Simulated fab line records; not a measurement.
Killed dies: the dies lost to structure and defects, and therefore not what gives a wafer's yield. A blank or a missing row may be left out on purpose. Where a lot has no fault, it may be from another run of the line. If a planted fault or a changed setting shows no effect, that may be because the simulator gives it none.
Struck lot and sound lot, side by side	flow sky130	24 steps out of a route of 708
Sound: these wafers, L127.3, L127.5, L127.6. Wafers struck: L133.2, L133.4, L133.5. The cause comes at the end.
At each step with rows: each side's tool, then ch and its chambers, then its first start. Under that, the readings that differ: sound wafers	struck wafers	difference of the means	sigmas: that difference in standard deviations of wafers without a fault.
alike: same words and numbers on both sides, and readings whose means sit less than 2 such deviations apart. not compared: any withheld reading, any reading some wafer has no value for, any bound like >300 that may hide the same value, and any number with overlapping values for which the record gives no deviation.
Wherever a step has rows on one side only, a row that says differs or no value, or a row with sigmas, the two part there. Non-overlapping numbers with no deviation appear without sigmas and do not part them. A reading missing from all wafers of one side parts the sides only when that side holds two or more wafers.

first, 4 steps without rows for these wafers: SKY_CAPM_SOFTBAKE_08 (time 60 s); SKY_CAPM_EXPOSE_09 (exposes mask CAPM, target cd 1000 nm); SKY_CAPM_PEB_10; SKY_CAPM_DEVELOP_11 (develop time 60 s).
SKY_CAPM_OVL_MEAS_12:
  sound: overlay-02 at day 40 09:43; struck: overlay-01 at day 41 04:54
  alike: CAPM_OVL
SKY_CAPM_METAL_ETCH_13: etches TiN in Cl2/BCl3, stops on SiO2, target depth 220 nm, time 62.9 s.
  sound on rie-metal-04 ch 0,1, day 40 09:46; struck on rie-metal-04 ch 0,1, day 41 04:56
  alike: drypump-motor-current-A, oes-product-au, throttle-valve-pct
  not compared: rf-hours-counter-h
SKY_CAPM_STRIP_14: strips in O2/N2.
  sound on plasma-asher-02 ch 0,1, day 40 09:51; struck on plasma-asher-04 ch 0, day 41 05:01
  alike: drypump-motor-current-A, oes-product-au, strip-time-to-endpoint-s
  not compared: rf-hours-counter-h
then, 5 steps without rows for these wafers: SKY_CAPM_STRIP_15 (strips in post etch residue remover, time 1200 s); SKY_CAPM_CLEAN_16 (cleans in IPA, time 180 s); SKY_CAPM_CLEAN_17 (cleans in O3/DIW); SKY_METAL3_DEHYDRATE_05 (time 60 s); SKY_METAL3_HMDS_06 (prime time 60 s).
SKY_METAL3_COAT_07: resist thk 60 nm.
  sound on litho-track-04 ch 0, day 40 21:11; struck on litho-track-04 ch 0, day 41 17:10
then, 5 steps without rows for these wafers: SKY_METAL3_COAT_08 (resist thk 1140 nm); SKY_METAL3_SOFTBAKE_09 (time 90 s); SKY_METAL3_EXPOSE_10 (exposes mask MM3, target cd 300 nm); SKY_METAL3_PEB_11; SKY_METAL3_DEVELOP_12 (develop time 60 s).
SKY_METAL3_CD_MEAS_13 targets a cd of 300 nm.
  sound: cd-sem-02 at day 41 09:56; struck: cd-sem-01 at day 42 05:16
reading	sound	struck	difference	sigmas
cd-nm (nm)	299.8 300.5 298.8	303.3 302.4 303.7	+3.4	+2
SKY_METAL3_OVL_MEAS_14:
  sound: overlay-02 at day 41 10:02; struck: overlay-02 at day 42 05:22
  alike: METAL3_OVL
SKY_METAL3_DESCUM_15: chemistry O2, time 8 s.
  sound on rie-metal-01 ch 0,1, day 41 10:04; struck on rie-metal-02 ch 1, day 42 05:24
reading	sound	struck	difference	sigmas
drypump-motor-current-A (A)	6.0 5.7 6.0	5.1 5.1 5.1	-0.8	-2
  alike: oes-product-au, temp-c
  not compared: rf-hours-counter-h
SKY_METAL3_ETCH_16: etches BARC in N2/H2, stops on SiO2, time 88.2 s, target depth 60 nm.
  sound on rie-metal-01 ch 0,1, day 41 10:07; struck on rie-metal-02 ch 1, day 42 05:26
reading	sound	struck	difference	sigmas
drypump-motor-current-A (A)	6.0 5.7 6.0	5.1 5.1 5.1	-0.8	-2
oes-product-au (a.u.)	0.626 0.625 0.630	0.609 0.605 0.604	-0.021	-5
model.etch.depth-nm (nm)	59.94 60.07 60.1	54.52 54.55 54.56	-5.49	
  alike: throttle-valve-pct
  not compared: rf-hours-counter-h
SKY_METAL3_ETCH_17: etches SiO2 in C4F8/O2/Ar, stops on TiN, time 3.9 s, target depth 15 nm.
  sound on rie-diel-03 ch 0,2, day 41 10:11; struck on rie-diel-02 ch 0,2,3, day 42 05:32
  alike: oes-product-au
  not compared: rf-hours-counter-h
after that, 1 step had no rows for these wafers: SKY_PAD_OPEN_PROBE_99.

## WHERE THEY PART
Earliest at SKY_METAL3_CD_MEAS_13; latest, in this record, at SKY_METAL3_ETCH_16. Later steps at which nothing parts them and some readings are alike: SKY_METAL3_ETCH_17.

WHY: what the simulator had put in
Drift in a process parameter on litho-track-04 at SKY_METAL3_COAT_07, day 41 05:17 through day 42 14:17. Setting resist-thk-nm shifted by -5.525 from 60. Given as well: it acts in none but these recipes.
